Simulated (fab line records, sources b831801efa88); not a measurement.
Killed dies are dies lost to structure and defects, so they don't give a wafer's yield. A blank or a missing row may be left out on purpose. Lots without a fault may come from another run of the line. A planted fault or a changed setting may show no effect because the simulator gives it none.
Chamber matching | flow sky130 | SKY_VIA1_ETCH_15 on rie_diel-02: 4 sister chambers
The step etches SiO2 in C4F8/O2/Ar, stops on TiN, target depth 351 nm, time 54 s. 8 wafers are shown with their chamber, then 12 later ones without.

WAFERS WITH THEIR CHAMBER
wafer  | chamber | oes_product_au (a.u.)
L088.5 | 1       | 0.993
L089.2 | 2       | 0.990
L089.4 | 1       | 0.998
L089.5 | 3       | 0.987
L089.6 | 2       | 0.985
L090.2 | 3       | 0.992
L090.3 | 0       | 0.983
L090.4 | 0       | 0.989

WAFERS WITHOUT THEIR CHAMBER
wafer  | oes_product_au (a.u.)
L092.2 | 0.989
L092.4 | 0.984
L092.5 | 0.987
L094.1 | 0.983
L094.2 | 0.990
L094.3 | 1.002
L095.1 | 0.982
L095.5 | 0.981
L095.6 | 0.985
L096.1 | 0.983
L096.2 | 0.987
L096.6 | 0.986

WHICH CHAMBER EACH WENT THROUGH
wafer  | from the rows above               | in truth
L092.2 | can't be placed: 3 or 2 or 0 or 1 | 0
L092.4 | can't be placed: 0 or 2 or 3      | 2
L092.5 | can't be placed: 2 or 0 or 3      | 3
L094.1 | can't be placed: 0 or 2 or 3      | 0
L094.2 | can't be placed: 3 or 2 or 0 or 1 | 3
L094.3 | can't be placed: 1 or 3           | 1
L095.1 | can't be placed: 0 or 2 or 3      | 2
L095.5 | can't be placed: 0 or 2 or 3      | 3
L095.6 | can't be placed: 0 or 2 or 3      | 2
L096.1 | can't be placed: 0 or 2 or 3      | 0
L096.2 | can't be placed: 2 or 0 or 3      | 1
L096.6 | can't be placed: 0 or 2 or 3      | 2
Placed correctly: 0 of 12. Can't be placed from these rows: 12 (the true chamber is among the candidates in 11). Placed wrongly: 0.
How it was worked out, from the rows above alone: a wafer's distance from a chamber is the root of the sum, over the readings, of the square of ((its reading less the chamber's mean) divided by the reading's scatter). The wafer belongs to the nearest chamber; if the next one is less than 2 further off, it can't be placed. A chamber's mean is the mean of its shown wafers. The scatter: the root of (the sum of the squares of (reading less its chamber's mean) over the shown wafers, divided by (wafers less chambers)).
